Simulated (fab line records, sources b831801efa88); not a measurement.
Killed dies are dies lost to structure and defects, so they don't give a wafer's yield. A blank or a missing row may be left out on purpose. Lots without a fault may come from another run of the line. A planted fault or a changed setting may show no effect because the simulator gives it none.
A struck lot beside a sound one | flow sky130 | 15 steps out of a route of 708
Sound: wafers L486.2, L486.3, L486.5. Struck: wafers L477.1, L477.2, L477.3. The cause comes at the end.
At each step with rows: each side's tool, then ch and its chambers, then its first start. Under that, the readings that differ: sound wafers | struck wafers | difference of the means | sigmas: that difference in standard deviations of wafers without a fault.
alike: readings whose means differ by less than 2 such deviations, and words and numbers that are the same on both sides. not compared: withheld readings, readings that some wafer has no value for, bounds like >300 that may hide the same value, and numbers for which the record gives no deviation and whose values overlap.
The two part at a step that has a row with sigmas, a row that says differs or no value, or rows on one side only. Numbers that don't overlap but have no deviation are shown without sigmas and don't part them. A reading that every wafer of one side lacks parts them only if that side has two wafers or more.

SKY_VIA3_STRIP_16: strips in O2/N2.
  sound on plasma_asher-04 ch 1, day 45 00:20; struck on plasma_asher-01 ch 0,1, day 42 12:17
  alike: drypump_motor_current_A, oes_product_au, strip_time_to_endpoint_s
  not compared: rf_hours_counter_h
then, 4 steps without rows for these wafers: SKY_VIA3_STRIP_17 (strips in post etch residue remover, time 1200 s); SKY_VIA3_CLEAN_18 (cleans in IPA, time 180 s); SKY_VIA3_CLEAN_19 (cleans in O3/DIW); SKY_VIA3_SPUTTER_20 (material TiN, target thk 20 nm, time 80 s).
SKY_VIA3_CVD_21: deposits W, target thk 390 nm, time 117.31 s.
  sound on cvd_w-02 ch 0,1, day 45 01:02; struck on cvd_w-01 ch 0,1, day 42 12:56
  alike: heater_power_w
SKY_VIA3_RS_MEAS_22: measures by four-point-probe.
  sound on film_metro-01, day 45 01:10; struck on film_metro-01, day 42 13:04
  alike: VIA3_W_RS
SKY_VIA3_THK_MEAS_23: measures by xrf.
  sound on film_metro-01, day 45 01:17; struck on film_metro-01, day 42 13:11
  alike: VIA3_W_THK
SKY_VIA3_CMP_24: polishes, stops on SiO2, t overpolish 20 s, target thk 0 nm.
  sound on cmp-01 ch 0,1,2, day 45 01:20; struck on cmp-01 ch 0,1,2, day 42 13:14
  reading                | sound    | struck   | difference | sigmas
  time_to_endpoint_s (s) | 88 89 85 | 96 93 96 | +8         | +2
  alike: head_pressure_psi, motor_current_A, overpolish_run_s
then, 1 step without rows for these wafers: SKY_METAL4_SPUTTER_00 (material Ti, target thk 15 nm, time 10 s).
SKY_METAL4_SPUTTER_01: material TiN, target thk 20 nm, time 16.7 s.
  sound on pvd_sputter-03, day 45 01:39; struck on pvd_sputter-02, day 42 13:34
  reading                | sound                | struck               | difference | sigmas
  cathode_dc_power_W (W) | 6500.1 6499.5 6497.4 | 6500.7 6501.7 6502.1 | +2.5       | +2
  alike: chamber_pressure_pa, throttle_valve_pct
then, 1 step without rows for these wafers: SKY_METAL4_SPUTTER_02 (material AlCu, target thk 735 nm, time 39.1 s).
SKY_METAL4_SPUTTER_03: material Ti, target thk 5 nm, time 3.3 s.
  sound on pvd_sputter-03, day 45 01:43; struck on pvd_sputter-02, day 42 13:38
  no value came back on the struck wafers for cathode_dc_power_W (W), chamber_pressure_pa (Pa), throttle_valve_pct (%); on the sound wafers cathode_dc_power_W (W) reads 3000.1 2999.8 3000.2
SKY_METAL4_SPUTTER_04: material TiN, target thk 70 nm, time 58.3 s.
  sound on pvd_sputter-03, day 45 01:44; struck on pvd_sputter-02, day 42 13:39
  alike: cathode_dc_power_W, chamber_pressure_pa, throttle_valve_pct
-- the record jumps here: 6 days lie between the struck wafers' starts before and after (it left off in module METAL4 and takes up again in module PAD_OPEN, whose first step shown is number 708 of the route) --
SKY_PAD_OPEN_PROBE_99:
  sound on prober-02, day 50 04:50; struck on prober-01, day 48 04:34
  reading                       | sound                   | struck                 | difference | sigmas
  model.etest.via4_chain.rc_ohm | 0.8239 0.8036 0.7945    | 0.8875 0.8989 0.8988   | +0.0877    |
  model.etest.met4.rs_ohm_sq    | 0.04272 0.04291 0.04278 | 0.0422 0.04153 0.04144 | -0.0011    |
  alike: defect_limited_yield, killed_at_M0_to_M3, killed_at_M4_up, killed_at_contacts, killed_at_front_end, killed_at_other, killed_dies, killed_open, killed_short, sort_bin_3_pad_short, sort_bin_5_function, sort_bin_6_memory, sort_n_pass, sort_yield_pct

WHERE THEY PART
First at SKY_VIA3_CMP_24; last, within this record, at SKY_METAL4_SPUTTER_03. Later steps at which nothing parts them and some readings are alike: SKY_METAL4_SPUTTER_04, SKY_PAD_OPEN_PROBE_99.

WHY: what the simulator had put in
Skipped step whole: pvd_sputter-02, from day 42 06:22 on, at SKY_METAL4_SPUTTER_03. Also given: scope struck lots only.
